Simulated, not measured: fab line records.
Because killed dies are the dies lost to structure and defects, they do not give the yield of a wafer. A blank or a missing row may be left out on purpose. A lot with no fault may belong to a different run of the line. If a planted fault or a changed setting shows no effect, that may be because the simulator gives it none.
Shared-tool check + flow gf180mcu + 11 lots and 33 wafers in the sample

WHAT PROMPTED THE OPENING
Of 11 lots, 2 have the reading M1_ALCU_RS flagged at GF_M1_RS_MEAS_05. Wafers without a fault read 0.0694 ohm/sq, standard deviation 0.00076.
Rule: a lot gets a flag if all its wafers with a number sit over 4 standard deviations from that mean, or if no wafer of it has a number. The other lots count as sound.

| lot  | measured     | on           | M1_ALCU_RS (ohm/sq), wafer by wafer | flag    |
|------|--------------|--------------|-------------------------------------|---------|
| L129 | day 16 22:36 | filmMetro-01 | 0.0695 0.0702 0.0686                |         |
| L131 | day 17 22:26 | filmMetro-02 | 0.0695 0.0702 0.0701                |         |
| L135 | day 19 12:05 | filmMetro-02 | 0.0685 0.0691 0.0692                |         |
| L136 | day 20 05:10 | filmMetro-04 | 0.0683 0.0689 0.0674                |         |
| L138 | day 20 12:59 | filmMetro-04 | 0.0698 0.0705 0.0699                |         |
| L139 | day 20 19:40 | filmMetro-01 | 0.0828 0.0837 0.0820                | FLAGGED |
| L141 | day 21 15:17 | filmMetro-02 | 0.0838 0.0820 0.0825                | FLAGGED |
| L142 | day 21 22:25 | filmMetro-02 | 0.0692 0.0682 0.0689                |         |
| L148 | day 23 19:02 | filmMetro-02 | 0.0703 0.0692 0.0707                |         |
| L149 | day 24 03:53 | filmMetro-02 | 0.0697 0.0687 0.0690                |         |
| L150 | day 24 10:39 | filmMetro-02 | 0.0695 0.0689 0.0694                |         |
On average the flagged lots' numbers are 0.0828 ohm/sq, which is +0.0134 ohm/sq against the usual, or +18 standard deviations.

WHICH TOOL EACH LOT WENT THROUGH
The record holds 1 process step before the reading, out of a route of 602 steps. Every cell lists first the tool, next ch and the chambers used by the sampled wafers, and last the start.
| lot  | flag    | GF_M1_SPUTTER_02            |
|------|---------|-----------------------------|
| L129 |         | pvdSputter-04, day 16 22:27 |
| L131 |         | pvdSputter-01, day 17 22:21 |
| L135 |         | pvdSputter-03, day 19 11:59 |
| L136 |         | pvdSputter-04, day 20 05:04 |
| L138 |         | pvdSputter-04, day 20 12:51 |
| L139 | FLAGGED | pvdSputter-04, day 20 19:34 |
| L141 | FLAGGED | pvdSputter-04, day 21 15:08 |
| L142 |         | pvdSputter-01, day 21 22:17 |
| L148 |         | pvdSputter-04, day 23 18:53 |
| L149 |         | pvdSputter-04, day 24 03:45 |
| L150 |         | pvdSputter-01, day 24 10:32 |
What the steps here do:
- GF_M1_SPUTTER_02: material AlCu, target thk 450 nm, time 23.9 s.
- GF_M1_RS_MEAS_05: measures by four-point-probe.

FLAGGED OVER TOTAL, TOOL BY TOOL (the gauges that took the reading come last)
| step             | tool          | lots run | flagged | share of the flagged lots | sound lots run after its first flagged lot |
|------------------|---------------|----------|---------|---------------------------|--------------------------------------------|
| GF_M1_SPUTTER_02 | pvdSputter-01 | 3        | 0       | none                      | -                                          |
| GF_M1_SPUTTER_02 | pvdSputter-03 | 1        | 0       | none                      | -                                          |
| GF_M1_SPUTTER_02 | pvdSputter-04 | 7        | 2       | all                       | 2 (L148,L149)                              |
| GF_M1_RS_MEAS_05 | filmMetro-01  | 2        | 1       | some                      | 0                                          |
| GF_M1_RS_MEAS_05 | filmMetro-02  | 7        | 1       | some                      | 4 (L142,L148,L149,L150)                    |
| GF_M1_RS_MEAS_05 | filmMetro-04  | 2        | 0       | none                      | -                                          |

WHAT THE TABLE PERMITS
1 row of the table ran every flagged lot: pvdSputter-04 at GF_M1_SPUTTER_02.
- pvdSputter-04 at GF_M1_SPUTTER_02: 2 of its 7 lots flagged. After the first flagged lot (L148, L149), sound lots still ran on it; a lasting fault on the whole tool would not permit that. Its own readings (cathodeDcPowerW) fall more than 4 standard deviations out on all wafers of the flagged lots.
Every row of the table either missed a flagged lot or ran a sound lot after the first.

WHAT THE SIMULATOR PUT IN
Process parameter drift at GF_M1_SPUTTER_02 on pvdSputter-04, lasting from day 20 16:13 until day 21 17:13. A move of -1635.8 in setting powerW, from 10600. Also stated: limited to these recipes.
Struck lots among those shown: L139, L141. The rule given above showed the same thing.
